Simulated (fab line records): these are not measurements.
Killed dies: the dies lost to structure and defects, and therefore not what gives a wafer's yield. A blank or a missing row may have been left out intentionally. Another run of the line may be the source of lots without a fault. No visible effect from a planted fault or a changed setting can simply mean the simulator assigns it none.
Comparing a struck lot with a sound one	flow sfq line	41 steps out of a route of 325
Sound: these wafers, L170.1, L170.2, L170.4. Struck: wafers L173.2, L173.4, L173.6. The cause is named last.
At each step with rows: each side's tool, then ch and its chambers, then its first start. Under that, the readings that differ: sound wafers	struck wafers	difference of the means	sigmas: that difference in standard deviations of wafers without a fault.
alike: readings with means less than 2 such deviations apart, plus words and numbers identical on both sides. not compared: withheld readings, readings lacking a value on some wafer, bounds such as >300 that could conceal the same value, and numbers that have no deviation in the record and whose values overlap.
Wherever a step has rows on one side only, a row that says differs or no value, or a row with sigmas, the two part there. Numbers that don't overlap but have no deviation are shown without sigmas and don't part them. A reading that every wafer of one side lacks parts them only if that side has two wafers or more.

SFQ_TRILAYER_M1_DEP_SPUTTER_037: material Nb, target thk 200 nm, time 133.3 s.
  struck on pvd sputter-06, day 18 23:35; sound on pvd sputter-03, day 18 04:22
  alike: throttle valve pct
SFQ_M1_RS_MEAS_909: measurement is done with a four-point probe.
  struck on film metro-02, day 18 23:41; sound on film metro-01, day 18 04:27
  alike: M1_NB_RS
then, 6 steps without rows for these wafers: SFQ_TRILAYER_M1_LITHO_COAT_044 (resist thk 62 nm); SFQ_TRILAYER_M1_LITHO_COAT_039 (resist thk 600 nm); SFQ_TRILAYER_M1_LITHO_SOFTBAKE_043; SFQ_TRILAYER_M1_LITHO_EXPOSE_040 (exposes mask M1, target cd 500 nm); SFQ_TRILAYER_M1_LITHO_PEB_042 (peb time 60 s); SFQ_TRILAYER_M1_LITHO_DEVELOP_041 (time 60 s).
-- the record jumps here: 7 days lie between the struck wafers' starts before and after --
SFQ_M1_OVL_MEAS_911:
  struck on overlay-02, day 25 15:59; sound on overlay-02, day 24 14:46
  alike: M1_OVL
then, 1 step without rows for these wafers: SFQ_TRILAYER_M1_BARC_OPEN_METAL_ETCH_054 (etches BARC in O2, target depth 125 nm, time 41.7 s).
SFQ_TRILAYER_M1_ETCH_METAL_ETCH_042: etches Nb in Cl2/Ar, stops on SiO2, target depth 240 nm, time 120 s.
  sound on rie metal-04 ch 0, day 24 14:55; struck on rie metal-01 ch 0,1, day 25 16:04
  alike: bias w, drypump motor current A, oes product au
  not compared: rf hours counter h
SFQ_TRILAYER_M1_STRIP_STRIP_043: strips in O2.
  sound on rie metal-04 ch 0, day 24 15:10; struck on rie metal-01 ch 0,1, day 25 16:11
  no value came back on the struck wafers for chamber pressure mTorr (mTorr), drypump motor current A (A), oes product au (a.u.); on the sound wafers chamber pressure mTorr (mTorr) reads 49.96 50.02 50.02
reading	sound	struck	difference	sigmas
model.KrF_of_TRILAYER_M1_LITHO_COAT_039.thk nm (nm)	0 0 0	381.8 384.3 381.1	+382.4	
model.BARC_of_TRILAYER_M1_LITHO_COAT_044.thk nm (nm)	0 0 0	62.06 61.99 61.92	+61.99	
  not compared: rf hours counter h
then, 3 steps without rows for these wafers: SFQ_TRILAYER_M1_STRIP_SOLV_CLEAN_044 (cleans in NMP, time 600 s); SFQ_TRILAYER_I1_DEP_PECVD_045 (deposits SiO2 from SiH4/N2O, time 111.11 s, target thk 500 nm); SFQ_TRILAYER_I1_CMP_CMP_046 (polishes SiO2).
SFQ_I1_BOW_MEAS_912:
  struck on film metro-04, day 25 22:11; sound on film metro-03, day 24 20:12
  alike: I1_BOW
then, 7 steps without rows for these wafers: SFQ_TRILAYER_I1_METRO_MEASURE_047; SFQ_TRILAYER_I1_VIA_LITHO_COAT_054 (resist thk 62 nm); SFQ_TRILAYER_I1_VIA_LITHO_COAT_049 (resist thk 650 nm); SFQ_TRILAYER_I1_VIA_LITHO_SOFTBAKE_053; SFQ_TRILAYER_I1_VIA_LITHO_EXPOSE_050 (exposes mask I1, target cd 500 nm); SFQ_TRILAYER_I1_VIA_LITHO_PEB_052 (peb time 60 s); SFQ_TRILAYER_I1_VIA_LITHO_DEVELOP_051 (time 60 s).
-- the record jumps here: 6 days lie between the struck wafers' starts before and after --
SFQ_I1_OVL_MEAS_913:
  struck on overlay-02, day 32 07:13; sound on overlay-01, day 31 09:37
  alike: I1_OVL
then, 1 step without rows for these wafers: SFQ_TRILAYER_I1_VIA_BARC_OPEN_VIA_ETCH_071 (etches BARC in O2, target depth 125 nm, time 41.7 s).
SFQ_TRILAYER_I1_VIA_ETCH_VIA_ETCH_052: etches SiO2 in CHF3, stops on Nb, target depth 260 nm.
  sound on rie diel-01 ch 0,1,2, day 31 09:41; struck on rie diel-03 ch 0,1,3, day 32 07:17
  alike: bias w, drypump motor current A, oes product au
SFQ_TRILAYER_I1_VIA_STRIP_STRIP_053: strips in O2.
  sound on rie metal-04 ch 0,1, day 31 09:48; struck on rie metal-03 ch 0,1, day 32 07:24
reading	sound	struck	difference	sigmas
chamber pressure mTorr (mTorr)	49.94 49.95 50.00	50.15 50.05 50.01	+0.11	+2
  alike: drypump motor current A, oes product au
  not compared: rf hours counter h
then, 3 steps without rows for these wafers: SFQ_TRILAYER_I1_VIA_STRIP_SOLV_CLEAN_054 (cleans in NMP, time 600 s); SFQ_TRILAYER_M2_DEP_PRE_CLEAN_056 (time 22.5 s); SFQ_TRILAYER_M2_DEP_SPUTTER_055 (material Nb, target thk 200 nm, time 133.3 s).
SFQ_M2_RS_MEAS_914: measurement is done with a four-point probe.
  struck on film metro-03, day 32 08:19; sound on film metro-02, day 31 10:41
  alike: M2_NB_RS
then, 6 steps without rows for these wafers: SFQ_TRILAYER_M2_LITHO_COAT_062 (resist thk 62 nm); SFQ_TRILAYER_M2_LITHO_COAT_057 (resist thk 600 nm); SFQ_TRILAYER_M2_LITHO_SOFTBAKE_061; SFQ_TRILAYER_M2_LITHO_EXPOSE_058 (exposes mask M2, target cd 500 nm); SFQ_TRILAYER_M2_LITHO_PEB_060 (peb time 60 s); SFQ_TRILAYER_M2_LITHO_DEVELOP_059 (time 60 s).
-- the record jumps here: 6 days lie between the struck wafers' starts before and after --
SFQ_M2_OVL_MEAS_916:
  struck on overlay-01, day 38 05:29; sound on overlay-02, day 37 13:53
  alike: M2_OVL
then, 1 step without rows for these wafers: SFQ_TRILAYER_M2_BARC_OPEN_METAL_ETCH_077 (etches BARC in O2, target depth 125 nm, time 41.7 s).
SFQ_TRILAYER_M2_ETCH_METAL_ETCH_060: etches Nb in Cl2/Ar, stops on SiO2, target depth 240 nm, time 120 s.
  sound on rie metal-04 ch 0,1, day 37 13:58; struck on rie metal-04 ch 0,1, day 38 05:34
  alike: bias w, drypump motor current A, oes product au
  not compared: rf hours counter h
-- the record jumps here: 44 days lie between the struck wafers' starts before and after --
SFQ_M8_BOW_MEAS_951:
  struck on film metro-02, day 82 10:58; sound on film metro-02, day 81 13:53
reading	sound	struck	difference	sigmas
M8_BOW (um)	24 22 38	-7 -1 8	-28	-3
model.etest.i1.link ohm	1.966 1.962 1.97	1e+06 1e+06 1e+06	+1e+06	

WHERE THEY PART
First at SFQ_TRILAYER_M1_STRIP_STRIP_043; last, within this record, at SFQ_M8_BOW_MEAS_951.

WHY: the cause the simulator had injected
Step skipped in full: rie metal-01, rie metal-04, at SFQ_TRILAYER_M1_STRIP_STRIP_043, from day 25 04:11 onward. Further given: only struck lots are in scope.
